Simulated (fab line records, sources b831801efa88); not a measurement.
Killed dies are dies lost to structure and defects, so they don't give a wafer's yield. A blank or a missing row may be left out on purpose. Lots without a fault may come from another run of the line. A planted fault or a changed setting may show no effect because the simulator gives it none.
fab line records | flow sky130
record lots=6 wafers=18 last_day=49
route steps=708 shown POLY_CUT@317 SD_P@320 RES_XHIGH@332 SD_N@342 PAD_OPEN@708
lots that met no fault: from a run of the same line without faults
start_h: hours from the record's first day to the start of the lot's first wafer shown | wait_h: hours since the lot's step before | " the same as in the row above | L1.1+2: a row that stands for several wafers | - no value, or no start given | * or withheld: withheld | < > ~ a bound
route shown NAME@n: a module of which the file shows steps, and the number in the route of the first | usual: mean/standard deviation of fault-free wafers | same: alike in all rows | chamber/n: place in a boat | sites: the reading at each site | _std_site: their standard deviation | _edge_site: outer sites' mean less inner sites' | radius_mm: how far each site lies from the wafer's centre | mask NAME#n: copy n | behind: the tool/chamber that last shaped the wafer | hold: why the lot was held/for how many hours/how that ended | device: the transistor (n, p or np) that didn't switch | end of line: the same wafers' tests at the end of the route | a step without rows: its recipe alone | killed: dies lost to structure and defects at the first sort, not the wafer's yield | map: a wafer's dies, x killed, . not, _ none there
set.NAME: the setting as run; set.NAME@STEP: as run at that earlier step | model.NAME: the simulator's own value behind a step, which no gauge read
lots at some steps of the route; a table a step, a row a wafer
services: from which hour (start_h, from the record's first day; less than 0 if before it) a tool's chamber was out of use, for how many hours, and why
## steps
# step SKY_POLY_CUT_ETCH_10
# recipe chemistry=N2/H2 target=BARC ion_energy_ev=200 source_w=500 bias_w=100 pressure_mtorr=30 n2_flow_sccm=100 h2_flow_sccm=200 stop_on=SiO2 time_s=45.9 target_depth_a=600
# usual drypump_motor_current_A=5.8/0.52 oes_product_au=0.854/0.0046 throttle_valve_pct=13.226/0.0091
# columns lot.wafer tool chamber start_h wait_h drypump_motor_current_A oes_product_au rf_hours_counter_h throttle_valve_pct
L591.3 rie_diel-01 2 569.49 0.0 5.6 0.849 3 13.239
L591.5 " 0 " " 6.6 0.857 - 13.235
L591.6 " 1 " " 6.4 0.864 - 13.234
L596.2 rie_diel-04 3 617.49 0.0 4.9 0.849 61 13.221
L596.3 " 0 " " 6.0 0.850 13 13.249
L596.5 " 2 " " 5.6 0.845 - 13.223
L599.1 rie_diel-01 1 653.54 0.0 6.4 0.857 13 13.228
L599.5 " 0 " " 6.6 0.855 - 13.215
L599.6 " 1 " " 6.4 0.855 - 13.221
L600.3 rie_diel-01 2 705.69 0.0 5.6 0.866 6 13.234
L600.4 " 3 " " 5.8 0.850 5 13.237
L600.6 " 2 " " 5.7 0.856 - 13.220
L602.2 rie_diel-04 2 711.69 0.0 5.6 0.856 5 13.221
L602.4 " 0 " " 6.0 0.854 16 13.224
L602.5 " 0 " " 6.0 0.850 - 13.222
L605.2 rie_diel-01 0 715.89 0.0 6.6 0.857 14 13.236
L605.4 " 1 " " 6.4 0.851 15 13.220
L605.6 " 1 " " 6.4 0.855 - 13.228
# step SKY_POLY_CUT_ETCH_11
# recipe target=Si3N4 chemistry=CF4/CH2F2/Ar stop_on=poly-Si source_w=600 bias_w=150 pressure_mtorr=40 cf4_flow_sccm=40 ch2f2_flow_sccm=20 Ar_flow_sccm=150 time_s=42.5 target_depth_a=600
# step SKY_POLY_CUT_STRIP_12
# recipe chemistry=O2/N2 power_w=1400 pressure_mtorr=1500 platen_temp_c=withheld o2_flow_sccm=3000 n2_flow_sccm=300 overash_fraction=0.5
# step SKY_SD_P_DEHYDRATE_00
# recipe temp_c=200 time_s=60
# step SKY_SD_P_HMDS_01
# recipe prime_time_s=60 prime_temp_c=120
# step SKY_SD_P_COAT_02
# recipe resist=NOVOLAK spin_rpm=3000 resist_thk_nm=1140
# step SKY_SD_P_SOFTBAKE_03
# recipe temp_c=90 time_s=60 resist=NOVOLAK
# step SKY_SD_P_EXPOSE_04
# recipe mask_id=PSDM na=0.6 source_shape=conventional sigma_outer=0.6 polarization=unpolarized target_cd_nm=380 dose_mj=138
# step SKY_SD_P_PEB_05
# recipe temp_c=withheld time_s=* resist=NOVOLAK
# step SKY_SD_P_DEVELOP_06
# recipe resist=NOVOLAK developer=TMAH develop_time_s=60 dev_temp_c=23
# step SKY_SD_P_CD_MEAS_07
# recipe target_cd_nm=380
# usual cd_nm=379.0/2.6
# columns lot.wafer tool chamber start_h wait_h cd_nm
L591.3 cd_sem-01 - 599.14 0.1 379.1
L591.5 " - " " 379.1
L591.6 " - " " 379.5
L596.2 cd_sem-01 - 647.86 0.1 379.2
L596.3 " - " " 381.5
L596.5 " - " " 379.4
L599.1 cd_sem-01 - 681.35 0.1 381.0
L599.5 " - " " 375.6
L599.6 " - " " 377.9
L600.3 cd_sem-02 - 733.34 0.1 375.4
L600.4 " - " " 375.7
L600.6 " - " " 376.6
L602.2 cd_sem-01 - 739.36 0.1 381.5
L602.4 " - " " 380.1
L602.5 " - " " 378.9
L605.2 cd_sem-01 - 742.77 0.1 373.1
L605.4 " - " " 374.3
L605.6 " - " " 375.1
# step SKY_SD_P_OVL_MEAS_08
# usual SD_P_OVL=0.5/1.6
# columns lot.wafer tool chamber start_h wait_h SD_P_OVL[nm]
L591.3 overlay-02 - 599.24 0.1 -0.4
L591.5 " - " " -0.6
L591.6 " - " " -0.7
L596.2 overlay-01 - 647.96 0.1 3.7
L596.3 " - " " 0.8
L596.5 " - " " 4.0
L599.1 overlay-01 - 681.47 0.1 -0.8
L599.5 " - " " -1.1
L599.6 " - " " -1.1
L600.3 overlay-01 - 733.43 0.1 -3.2
L600.4 " - " " -1.8
L600.6 " - " " 0.0
L602.2 overlay-02 - 739.46 0.1 1.5
L602.4 " - " " 1.0
L602.5 " - " " 1.5
L605.2 overlay-02 - 742.88 0.1 -1.3
L605.4 " - " " -0.6
L605.6 " - " " 0.0
# step SKY_SD_P_IMPLANT_09
# recipe species=BF2 energy_kev=20 dose_cm2=3e+15 tilt_deg=0
# usual beam_on_s=14.2/1.2 tilt_deg=-0.003/0.022
# columns lot.wafer tool chamber start_h wait_h beam_on_s tilt_deg
L591.3 implanter-01 0 599.31 0.1 13.5 0.038
L591.5 " 0 " " 13.9 0.004
L591.6 " 0 " " 13.3 0.007
L596.2 implanter-01 0 648.02 0.0 13.0 -0.015
L596.3 " 0 " " 13.6 -0.032
L596.5 " 0 " " 13.8 0.035
L599.1 implanter-01 0 681.51 0.0 14.2 -0.007
L599.5 " 0 " " 13.4 -0.021
L599.6 " 0 " " 13.9 0.003
L600.3 implanter-01 0 733.51 0.1 13.3 0.006
L600.4 " 0 " " 13.7 0.014
L600.6 " 0 " " 13.7 0.021
L602.2 implanter-02 0 739.52 0.0 16.1 -0.025
L602.4 " 0 " " 15.6 -0.032
L602.5 " 0 " " 15.6 -0.022
L605.2 implanter-01 0 742.94 0.0 13.9 -0.015
L605.4 " 0 " " 13.5 -0.022
L605.6 " 0 " " 14.0 -0.015
# step SKY_SD_P_STRIP_10
# recipe chemistry=O2/N2 power_w=1400 pressure_mtorr=1500 platen_temp_c=withheld o2_flow_sccm=3000 n2_flow_sccm=300 overash_fraction=0.5
# usual drypump_motor_current_A=6.1/0.48 o2_flow_sccm=3001/8.7 oes_product_au=0.618/0.0043 strip_time_to_endpoint_s=17.50/0.037
# columns lot.wafer tool chamber start_h wait_h drypump_motor_current_A o2_flow_sccm oes_product_au rf_hours_counter_h strip_time_to_endpoint_s
L591.3 plasma_asher-02 1 599.44 0.1 6.2 3012 0.621 - 17.44
L591.5 " 0 " " 5.8 2991 0.617 - 17.46
L591.6 " 1 " " 6.2 3006 0.612 - 17.42
L596.2 plasma_asher-04 1 648.14 0.1 6.8 3001 0.615 91 17.49
L596.3 " 1 " " 6.8 2993 0.621 - 17.50
L596.5 " 0 " " 5.2 3006 0.615 - 17.49
L599.1 plasma_asher-02 0 681.66 0.1 5.8 3016 0.612 83 17.51
L599.5 " 0 " " 5.8 2995 0.618 - 17.54
L599.6 " 1 " " 6.2 2992 0.612 - 17.51
L600.3 plasma_asher-04 1 733.64 0.1 6.8 3007 0.627 - 17.42
L600.4 " 0 " " 5.2 3012 0.625 - 17.43
L600.6 " 1 " " 6.8 3008 0.618 - 17.42
L602.2 plasma_asher-01 0 739.64 0.1 6.3 3008 0.613 66 17.53
L602.4 " 1 " " 6.4 3003 0.622 - 17.56
L602.5 " 0 " " 6.3 3005 0.616 - 17.56
L605.2 plasma_asher-04 0 743.06 0.1 5.2 2998 0.619 0 17.46
L605.4 " 0 " " 5.2 3011 0.618 - 17.40
L605.6 " 1 " " 6.7 2997 0.623 - 17.44
# step SKY_SD_P_TW_MEAS_11
# usual SD_P_TW=2848/50
# columns lot.wafer tool chamber start_h wait_h SD_P_TW
L591.3 film_metro-01 - 599.53 0.1 2871
L591.5 " - " " 2859
L591.6 " - " " 2859
L596.2 film_metro-03 - 648.25 0.1 2777
L596.3 " - " " 2789
L596.5 " - " " 2788
L599.1 film_metro-01 - 681.76 0.1 2882
L599.5 " - " " 2878
L599.6 " - " " 2879
L600.3 film_metro-03 - 733.73 0.1 2755
L600.4 " - " " 2746
L600.6 " - " " 2745
L602.2 film_metro-04 - 739.75 0.1 2900
L602.4 " - " " 2922
L602.5 " - " " 2904
L605.2 film_metro-04 - 743.17 0.1 2881
L605.4 " - " " 2864
L605.6 " - " " 2866
# step SKY_RES_XHIGH_DEHYDRATE_00
# recipe temp_c=200 time_s=60
# step SKY_RES_XHIGH_HMDS_01
# recipe prime_time_s=60 prime_temp_c=120
# step SKY_RES_XHIGH_COAT_02
# recipe resist=NOVOLAK spin_rpm=3000 resist_thk_nm=1140
# step SKY_RES_XHIGH_SOFTBAKE_03
# recipe temp_c=90 time_s=60 resist=NOVOLAK
# step SKY_RES_XHIGH_EXPOSE_04
# recipe mask_id=URPM na=0.6 source_shape=conventional sigma_outer=0.6 polarization=unpolarized target_cd_nm=1270 dose_mj=140
# step SKY_RES_XHIGH_PEB_05
# recipe temp_c=withheld time_s=* resist=NOVOLAK
# step SKY_RES_XHIGH_DEVELOP_06
# recipe resist=NOVOLAK developer=TMAH develop_time_s=60 dev_temp_c=23
# step SKY_RES_XHIGH_IMPLANT_07
# recipe species=BF2 energy_kev=20 dose_cm2=3.6e+14 tilt_deg=0
# step SKY_RES_XHIGH_STRIP_08
# recipe chemistry=O2/N2 power_w=1400 pressure_mtorr=1500 platen_temp_c=withheld o2_flow_sccm=3000 n2_flow_sccm=300 overash_fraction=0.5
# usual drypump_motor_current_A=6.07/0.24 o2_flow_sccm=3000/9.5 oes_product_au=0.712/0.0046 strip_time_to_endpoint_s=14.28/0.041
# columns lot.wafer tool chamber start_h wait_h drypump_motor_current_A o2_flow_sccm oes_product_au rf_hours_counter_h strip_time_to_endpoint_s
L591.3 plasma_asher-03 1 629.12 0.1 6.32 2988 0.717 - 14.23
L591.5 " 0 " " 5.65 3006 0.714 - 14.24
L591.6 " 1 " " 6.33 2991 0.712 - 14.26
L596.2 plasma_asher-02 1 675.80 0.1 6.16 3002 0.713 82 14.30
L596.3 " 0 " " 5.83 2985 0.714 - 14.29
L596.5 " 0 " " 5.86 3002 0.707 - 14.26
L599.1 plasma_asher-02 1 709.65 0.1 6.20 3007 0.710 85 14.26
L599.5 " 0 " " 5.83 3006 0.712 - 14.23
L599.6 " 1 " " 6.18 3017 0.713 - 14.25
L600.3 plasma_asher-01 0 760.32 0.1 6.27 3010 0.707 - 14.36
L600.4 " 1 " " 6.39 3002 0.717 - 14.38
L600.6 " 0 " " 6.28 2995 0.709 - 14.37
L602.2 plasma_asher-03 1 766.95 0.1 6.33 2984 0.706 34 14.25
L602.4 " 1 " " 6.32 2995 0.715 - 14.28
L602.5 " 1 " " 6.31 2988 0.723 - 14.26
L605.2 plasma_asher-02 1 770.50 0.1 6.17 2998 0.717 92 14.26
L605.4 " 0 " " 5.80 3008 0.708 - 14.26
L605.6 " 1 " " 6.17 2996 0.714 - 14.27
# step SKY_RES_XHIGH_TW_MEAS_09
# usual RES_XHIGH_TW=1661/27
# columns lot.wafer tool chamber start_h wait_h RES_XHIGH_TW
L591.3 film_metro-03 - 629.20 0.1 1603
L591.5 " - " " 1610
L591.6 " - " " 1608
L596.2 film_metro-01 - 675.91 0.1 1680
L596.3 " - " " 1677
L596.5 " - " " 1674
L599.1 film_metro-01 - 709.75 0.1 1669
L599.5 " - " " 1670
L599.6 " - " " 1667
L600.3 film_metro-01 - 760.40 0.1 1668
L600.4 " - " " 1676
L600.6 " - " " 1661
L602.2 film_metro-04 - 767.06 0.1 1673
L602.4 " - " " 1676
L602.5 " - " " 1673
L605.2 film_metro-04 - 770.61 0.1 1677
L605.4 " - " " 1687
L605.6 " - " " 1682
# step SKY_SD_N_DEHYDRATE_00
# recipe temp_c=200 time_s=60
# step SKY_SD_N_HMDS_01
# recipe prime_time_s=60 prime_temp_c=120
# step SKY_SD_N_COAT_02
# recipe resist=NOVOLAK spin_rpm=3000 resist_thk_nm=1140
# step SKY_SD_N_SOFTBAKE_03
# recipe temp_c=90 time_s=60 resist=NOVOLAK
# step SKY_SD_N_EXPOSE_04
# recipe mask_id=NSDM na=0.6 source_shape=conventional sigma_outer=0.6 polarization=unpolarized target_cd_nm=380 dose_mj=141
# step SKY_SD_N_PEB_05
# recipe temp_c=withheld time_s=* resist=NOVOLAK
# step SKY_SD_N_DEVELOP_06
# recipe resist=NOVOLAK developer=TMAH develop_time_s=60 dev_temp_c=23
# step SKY_SD_N_CD_MEAS_07
# recipe target_cd_nm=380
# usual cd_nm=379.8/2.4
# columns lot.wafer tool chamber start_h wait_h cd_nm
L591.3 cd_sem-02 - 657.27 0.1 379.2
L591.5 " - " " 379.8
L591.6 " - " " 380.1
L596.2 cd_sem-01 - 703.69 0.3 379.1
L596.3 " - " " 376.1
L596.5 " - " " 379.3
L599.1 cd_sem-01 - 737.45 0.1 376.9
L599.5 " - " " 378.5
L599.6 " - " " 373.9
L600.3 cd_sem-01 - 786.82 0.1 382.0
L600.4 " - " " 384.9
L600.6 " - " " 382.0
L602.2 cd_sem-02 - 793.87 0.1 381.4
L602.4 " - " " 380.5
L602.5 " - " " 382.3
L605.2 cd_sem-01 - 797.40 0.1 383.1
L605.4 " - " " 383.6
L605.6 " - " " 380.3
# step SKY_SD_N_OVL_MEAS_08
# usual SD_N_OVL=0.8/1.3
# columns lot.wafer tool chamber start_h wait_h SD_N_OVL[nm]
L591.3 overlay-01 - 657.37 0.1 0.3
L591.5 " - " " -0.5
L591.6 " - " " 1.0
L596.2 overlay-01 - 703.80 0.1 0.1
L596.3 " - " " 0.4
L596.5 " - " " 1.3
L599.1 overlay-02 - 737.57 0.1 0.8
L599.5 " - " " 0.2
L599.6 " - " " -0.4
L600.3 overlay-02 - 786.92 0.1 2.8
L600.4 " - " " 1.4
L600.6 " - " " 2.1
L602.2 overlay-01 - 793.98 0.1 0.0
L602.4 " - " " 0.3
L602.5 " - " " 0.5
L605.2 overlay-02 - 797.51 0.1 -0.4
L605.4 " - " " 1.6
L605.6 " - " " 1.3
# step SKY_SD_N_IMPLANT_09
# recipe species=As energy_kev=50 dose_cm2=4e+15 tilt_deg=0
# step SKY_SD_N_IMPLANT_10
# recipe species=P energy_kev=20 dose_cm2=1e+14 tilt_deg=0
# step SKY_SD_N_STRIP_11
# recipe chemistry=O2/N2 power_w=1400 pressure_mtorr=1500 platen_temp_c=withheld o2_flow_sccm=3000 n2_flow_sccm=300 overash_fraction=0.5
# usual drypump_motor_current_A=6.1/0.48 o2_flow_sccm=3000/9.2 oes_product_au=0.527/0.0047 strip_time_to_endpoint_s=22.55/0.041
# columns lot.wafer tool chamber start_h wait_h drypump_motor_current_A o2_flow_sccm oes_product_au rf_hours_counter_h strip_time_to_endpoint_s
L591.3 plasma_asher-04 1 657.72 0.1 6.8 3000 0.531 - 22.52
L591.5 " 1 " " 6.8 3019 0.534 - 22.53
L591.6 " 0 " " 5.2 3002 0.526 - 22.57
L596.2 plasma_asher-03 1 704.13 0.1 6.4 2990 0.533 28 22.64
L596.3 " 1 " " 6.3 2999 0.528 - 22.66
L596.5 " 1 " " 6.3 2987 0.523 - 22.64
L599.1 plasma_asher-01 1 737.91 0.1 6.4 3000 0.533 65 22.56
L599.5 " 0 " " 6.3 2979 0.528 - 22.55
L599.6 " 1 " " 6.4 2997 0.527 - 22.61
L600.3 plasma_asher-03 1 787.27 0.1 6.3 3026 0.530 - 22.51
L600.4 " 0 " " 5.6 3014 0.525 - 22.52
L600.6 " 1 " " 6.3 3013 0.527 - 22.52
L602.2 plasma_asher-03 0 794.31 0.1 5.6 2996 0.530 37 22.54
L602.4 " 1 " " 6.4 2996 0.532 - 22.51
L602.5 " 1 " " 6.4 3007 0.528 - 22.56
L605.2 plasma_asher-01 1 797.84 0.1 6.4 3005 0.526 70 22.57
L605.4 " 1 " " 6.4 3001 0.536 - 22.52
L605.6 " 0 " " 6.3 3001 0.527 - 22.51
# step SKY_SD_N_TW_MEAS_12
# usual SD_N_TW=3992/67
# columns lot.wafer tool chamber start_h wait_h SD_N_TW
L591.3 film_metro-03 - 657.81 0.1 3928
L591.5 " - " " 3931
L591.6 " - " " 3934
L596.2 film_metro-03 - 704.24 0.1 3989
L596.3 " - " " 3960
L596.5 " - " " 3968
L599.1 film_metro-04 - 738.01 0.1 4094
L599.5 " - " " 4083
L599.6 " - " " 4089
L600.3 film_metro-01 - 787.36 0.1 4054
L600.4 " - " " 4059
L600.6 " - " " 4078
L602.2 film_metro-03 - 794.42 0.1 3917
L602.4 " - " " 3928
L602.5 " - " " 3927
L605.2 film_metro-01 - 797.95 0.1 4045
L605.4 " - " " 4032
L605.6 " - " " 4048
# step SKY_SD_N_CLEAN_13
# recipe chemistry=SC1/SC2 mix=1:4:20 temp_c=70 time_s=150 dry=n2_spin
# step SKY_SD_N_RTA_14
# recipe temp_c=1075 time_s=2 idle_temp_c=650 ramp_up_c_per_s=150 ramp_down_c_per_s=90 ambient=N2
# usual lamp_power_pct=15.74/0.05 ramp_up_c_per_s=150.00/0.028 wafer_temp_C_max=1078.2/1.2
# columns lot.wafer tool chamber start_h wait_h lamp_power_pct ramp_up_c_per_s wafer_temp_C_max
L591.3 rtp_anneal-01 0 657.92 0.0 15.77 149.98 1078.6
L591.5 " 0 " " 15.72 149.97 1077.9
L591.6 " 0 " " 15.78 150.01 1079.5
L596.2 rtp_anneal-02 0 704.35 0.0 15.86 150.05 1077.4
L596.3 " 0 " " 15.71 149.99 1077.7
L596.5 " 0 " " 15.74 149.98 1078.3
L599.1 rtp_anneal-01 0 738.12 0.0 15.67 150.04 1077.0
L599.5 " 0 " " 15.73 150.00 1079.6
L599.6 " 0 " " 15.81 150.01 1077.9
L600.3 rtp_anneal-01 0 787.47 0.0 15.79 149.96 1077.1
L600.4 " 0 " " 15.77 150.01 1077.2
L600.6 " 0 " " 15.69 149.98 1075.6
L602.2 rtp_anneal-01 0 794.53 0.0 15.70 149.99 1077.1
L602.4 " 0 " " 15.65 150.04 1076.7
L602.5 " 0 " " 15.73 150.03 1077.8
L605.2 rtp_anneal-01 0 798.06 0.0 15.68 150.03 1078.6
L605.4 " 0 " " 15.67 150.00 1078.9
L605.6 " 0 " " 15.80 150.00 1078.8
# step SKY_SD_N_RS_MEAS_16
# recipe thk_meas_gauge=four-point-probe
# usual SD_N_RS=68.51/0.11
# columns lot.wafer tool chamber start_h wait_h SD_N_RS[ohm/sq]
L591.3 film_metro-01 - 658.12 0.1 68.62
L591.5 " - " " 68.63
L591.6 " - " " 68.61
L596.2 film_metro-01 - 704.53 0.1 68.48
L596.3 " - " " 68.53
L596.5 " - " " 68.40
L599.1 film_metro-03 - 738.29 0.1 68.30
L599.5 " - " " 68.53
L599.6 " - " " 68.50
L600.3 film_metro-01 - 787.66 0.1 68.52
L600.4 " - " " 68.47
L600.6 " - " " 68.43
L602.2 film_metro-03 - 794.71 0.1 68.36
L602.4 " - " " 68.34
L602.5 " - " " 68.42
L605.2 film_metro-04 - 798.25 0.1 68.31
L605.4 " - " " 68.55
L605.6 " - " " 68.47
# step SKY_PAD_OPEN_PROBE_99
# usual killed_at_M0_to_M3=43/7.3 killed_at_M4_up=3.4/1.7 killed_at_contacts=24/4.5 killed_at_front_end=16/4.4 killed_at_other=0.2/0.51 killed_dies=86/9.7 killed_open=46/6.6 killed_short=39/7.1
# same gross_dies=492 killed_at_back_side=0
# columns lot.wafer tool chamber start_h wait_h killed_at_M0_to_M3 killed_at_M4_up killed_at_contacts killed_at_front_end killed_at_other killed_dies killed_open killed_short model.etest.res_high_po.line_ohm_um model.etest.licon_high_po.rc_ohm model.etest.res_pdiff.line_ohm_um model.etest.res_high_po.rs_ohm_sq model.etest.res_high_po.rs_ohm_sq_range model.etest.res_pdiff_hv.rs_ohm_sq model.etest.res_pdiff.rs_ohm_sq model.etest.res_pdiff.rs_ohm_sq_range
L591.3 prober-01 - 1083.07 0.2 44 2 22 18 0 86 46 40 738.1 364.3 1378 261.9 11.1 191.5 198.7 6.964
L591.5 prober-01 - 1083.17 0.2 41 2 28 9 0 80 45 35 761 361.1 1379 267.2 8.817 190.1 198.8 8.445
L591.6 prober-01 - 1083.22 0.2 34 2 30 19 0 85 42 43 759.4 359.1 1380 263.8 11.04 192.4 197.9 6.325
L599.1 prober-01 - 1139.17 0.1 41 2 26 18 1 88 53 35 737.6 342.2 1338 258.2 5.096 189.3 196.1 4.229
L599.5 prober-01 - 1139.37 0.2 31 2 23 20 0 76 44 32 735.7 352.8 1360 255.4 6.345 188.8 196.5 3.772
L599.6 prober-01 - 1139.42 0.2 37 3 23 28 0 91 48 43 725.6 341.5 1360 248.9 2.93 190.6 196.6 2.749
L596.2 prober-01 - 1167.10 0.1 40 5 22 20 0 87 43 44 723.3 329.7 1346 257.6 4.156 187.4 194.6 2.405
L596.3 prober-01 - 1167.15 0.2 46 5 19 16 0 86 34 51 743 351.2 1332 258.3 7.107 189.3 194.7 4.983
L596.5 prober-01 - 1167.25 0.2 58 3 23 19 0 103 50 53 747.9 342.6 1364 258.5 9.773 189 195.2 4.822
L600.3 prober-01 - 1175.53 0.2 42 6 25 12 0 85 47 36 813.8 400.1 1410 283.6 20.1 196.6 205.9 7.928
L600.4 prober-01 - 1175.58 0.2 34 2 21 12 1 70 35 33 798.7 406.9 1402 283.9 21.19 200.3 204.9 9.411
L600.6 prober-01 - 1175.68 0.2 38 2 21 20 0 81 43 38 809.6 389.4 1429 278.5 20.22 199.3 203.7 10.97
L602.2 prober-01 - 1179.01 0.1 45 3 23 21 0 92 51 38 745.5 358.4 1358 264.5 4.687 189.7 195.4 4.238
L602.4 prober-01 - 1179.11 0.2 49 3 27 17 0 96 55 40 770.5 361.4 1341 270 3.323 189.7 196.2 3.021
L602.5 prober-01 - 1179.16 0.2 49 4 30 18 0 101 63 38 729.3 351.6 1352 256.1 6.915 191 196.1 3.919
L605.2 prober-01 - 1183.08 0.1 32 4 27 18 1 82 46 36 794.2 411.9 1392 281.9 25.5 196.8 203 7.228
L605.4 prober-01 - 1183.18 0.2 44 3 20 13 0 80 41 39 807 411.3 1346 283.2 24.84 194.6 199 9.223
L605.6 prober-01 - 1183.28 0.2 29 4 23 15 0 71 49 22 798.2 397.1 1411 278.6 23.56 197.8 202.4 8.369
# killed by level:class
L591.3 VIA1:geometric_particle:open=11 CONTACT:geometric_particle:open=7 FIELD_ISO:geometric_particle:open=6 VIA3:geometric_particle:open=6 FIELD_ISO:geometric_particle:short=5 VIA1:geometric_particle:short=5 VIA2:geometric_particle:short=4 LI_CONTACT:geometric_particle:open=4
L591.5 CONTACT:geometric_particle:open=12 VIA1:geometric_particle:open=10 VIA3:geometric_particle:open=8 VIA2:geometric_particle:open=6 LOCAL_INTERCONNECT:geometric_particle:short=6 POLY_GATE:geometric_particle:short=5 CONTACT:geometric_particle:short=5 METAL1:geometric_particle:short=5
L591.6 CONTACT:geometric_particle:open=14 VIA1:geometric_particle:open=9 FIELD_ISO:geometric_particle:short=6 LI_CONTACT:geometric_particle:open=6 SONOS_ONO:geometric_particle:short=5 METAL1:geometric_particle:short=5 METAL2:geometric_particle:short=5 LOCAL_INTERCONNECT:geometric_particle:short=4
L599.1 VIA2:geometric_particle:open=12 CONTACT:geometric_particle:open=9 VIA3:geometric_particle:open=9 VIA1:geometric_particle:open=8 LOCAL_INTERCONNECT:geometric_particle:short=7 METAL2:geometric_particle:short=6 POLY_GATE:geometric_particle:short=5 FIELD_ISO:geometric_particle:open=4
L599.5 VIA2:geometric_particle:open=10 CONTACT:geometric_particle:open=10 FIELD_ISO:geometric_particle:short=7 VIA1:geometric_particle:open=7 LOCAL_INTERCONNECT:geometric_particle:short=5 CONTACT:geometric_particle:short=5 FIELD_ISO:geometric_particle:open=4 POLY_GATE:geometric_particle:open=4
L599.6 VIA1:geometric_particle:open=12 FIELD_ISO:geometric_particle:open=8 CONTACT:geometric_particle:short=8 POLY_GATE:geometric_particle:open=7 POLY_GATE:geometric_particle:short=6 LI_CONTACT:geometric_particle:open=5 CONTACT:geometric_particle:open=5 METAL1:geometric_particle:short=4
L596.2 VIA1:geometric_particle:open=9 CONTACT:geometric_particle:open=8 LI_CONTACT:geometric_particle:short=6 VIA3:geometric_particle:open=6 POLY_GATE:geometric_particle:short=5 VIA2:geometric_particle:short=5 LI_CONTACT:geometric_particle:open=5 VIA3:geometric_particle:short=5
L596.3 METAL1:geometric_particle:short=10 CONTACT:geometric_particle:open=6 VIA2:geometric_particle:short=6 FIELD_ISO:geometric_particle:short=5 POLY_GATE:geometric_particle:short=5 LOCAL_INTERCONNECT:geometric_particle:short=5 VIA1:geometric_particle:open=5 VIA3:geometric_particle:open=5
L596.5 VIA1:geometric_particle:open=14 VIA1:geometric_particle:short=9 METAL1:geometric_particle:short=8 METAL2:geometric_particle:short=8 POLY_GATE:geometric_particle:open=6 VIA2:geometric_particle:open=6 CONTACT:geometric_particle:open=5 VIA2:geometric_particle:short=5
L600.3 VIA1:geometric_particle:open=10 METAL1:geometric_particle:short=7 CONTACT:geometric_particle:open=7 LI_CONTACT:geometric_particle:open=6 LI_CONTACT:geometric_particle:short=5 VIA3:geometric_particle:short=5 VIA2:geometric_particle:open=5 VIA3:geometric_particle:open=5
L600.4 VIA2:geometric_particle:open=7 LI_CONTACT:geometric_particle:open=6 CONTACT:geometric_particle:short=6 CONTACT:geometric_particle:open=5 METAL1:geometric_particle:open=5 LI_CONTACT:geometric_particle:short=4 METAL1:geometric_particle:short=4 VIA1:geometric_particle:short=4
L600.6 FIELD_ISO:geometric_particle:open=7 METAL1:geometric_particle:short=7 VIA1:geometric_particle:open=7 METAL2:geometric_particle:short=6 CONTACT:geometric_particle:open=5 VIA2:geometric_particle:short=5 POLY_GATE:geometric_particle:short=4 POLY_GATE:geometric_particle:open=4
L602.2 VIA1:geometric_particle:open=13 CONTACT:geometric_particle:open=11 METAL2:geometric_particle:short=8 VIA1:geometric_particle:short=7 FIELD_ISO:geometric_particle:open=6 VIA2:geometric_particle:open=5 LOCAL_INTERCONNECT:geometric_particle:short=4 VIA3:geometric_particle:open=4
L602.4 VIA1:geometric_particle:open=11 CONTACT:geometric_particle:open=9 FIELD_ISO:geometric_particle:open=7 METAL2:geometric_particle:short=6 LI_CONTACT:geometric_particle:open=6 VIA2:geometric_particle:short=6 VIA2:geometric_particle:open=6 VIA3:geometric_particle:open=6
L602.5 VIA1:geometric_particle:open=17 CONTACT:geometric_particle:open=11 CONTACT:geometric_particle:short=8 VIA1:geometric_particle:short=7 FIELD_ISO:geometric_particle:open=6 POLY_GATE:geometric_particle:open=6 LI_CONTACT:geometric_particle:open=6 VIA3:geometric_particle:short=6
L605.2 CONTACT:geometric_particle:open=10 VIA1:geometric_particle:open=8 VIA2:geometric_particle:open=7 LI_CONTACT:geometric_particle:open=6 CONTACT:geometric_particle:short=6 POLY_GATE:geometric_particle:short=5 LOCAL_INTERCONNECT:geometric_particle:short=4 METAL1:geometric_particle:short=4
L605.4 VIA1:geometric_particle:open=9 VIA2:geometric_particle:open=8 METAL2:geometric_particle:short=6 CONTACT:geometric_particle:short=5 CONTACT:geometric_particle:open=5 VIA1:geometric_particle:short=5 VIA3:geometric_particle:open=4 FIELD_ISO:geometric_particle:short=3
L605.6 CONTACT:geometric_particle:open=11 VIA1:geometric_particle:open=9 LI_CONTACT:geometric_particle:open=7 VIA3:geometric_particle:open=5 FIELD_ISO:geometric_particle:short=4 FIELD_ISO:geometric_particle:open=4 METAL2:geometric_particle:short=4 POLY_GATE:geometric_particle:open=3
## services
# columns tool chamber start_h hours kind
implanter-02 - 549.29 6.5 repair
rie_diel-01 1 585.44 10.5 repair
rie_diel-01 0 588.31 2.6 repair
rie_diel-04 0 589.71 9.3 repair
plasma_asher-02 - 596.10 1.3 repair
implanter-01 - 643.83 2.3 repair
rie_diel-04 2 650.28 19.7 repair
rie_diel-04 3 670.02 - clean
rie_diel-04 3 670.02 20.8 scheduled_down
rie_diel-04 3 670.02 20.8 vent_cycle
rie_diel-04 2 688.98 5.5 repair
implanter-02 - 706.60 3.0 pm
implanter-01 - 731.04 2.2 pm
plasma_asher-04 - 733.75 9.0 pm
plasma_asher-04 0 733.75 9.0 vent_cycle
plasma_asher-04 1 733.75 9.0 vent_cycle
plasma_asher-04 0 742.75 - clean
plasma_asher-04 1 742.75 - clean
rie_diel-01 - 745.65 2.8 pm
plasma_asher-01 - 750.55 6.6 repair
rie_diel-04 3 757.67 8.2 repair
plasma_asher-03 - 772.82 2.4 repair
plasma_asher-01 - 774.90 15.6 pm
## key
first_sign none at tools or gauges
model_effect step=SKY_PAD_OPEN_PROBE_99 value=etest.res_high_po.line_ohm_um without=745.5 struck=803.6
met_at SKY_SD_P_IMPLANT_09
struck_wafers L600.3,L600.4,L600.6,L605.2,L605.4,L605.6
tester_left_out L600,L605
onset_between 681.51 733.51
also_fits SKY_POLY_CUT_ETCH_10:rie_diel-01,SKY_SD_P_STRIP_10:plasma_asher-04
fault kind=process_parameter_drift tool=implanter-01 chamber=- onset_h=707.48 steps=SKY_SD_P_IMPLANT_09 channel=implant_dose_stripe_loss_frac offset=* shape=step end_h=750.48
# tester_left_out: of these lots the tester's yield and bins aren't shown, on N5 and GAA mostly nor the transistor test; their killed dies are dies lost to structure and defects alone, not to doping, threshold or leakage, so they don't give the yield
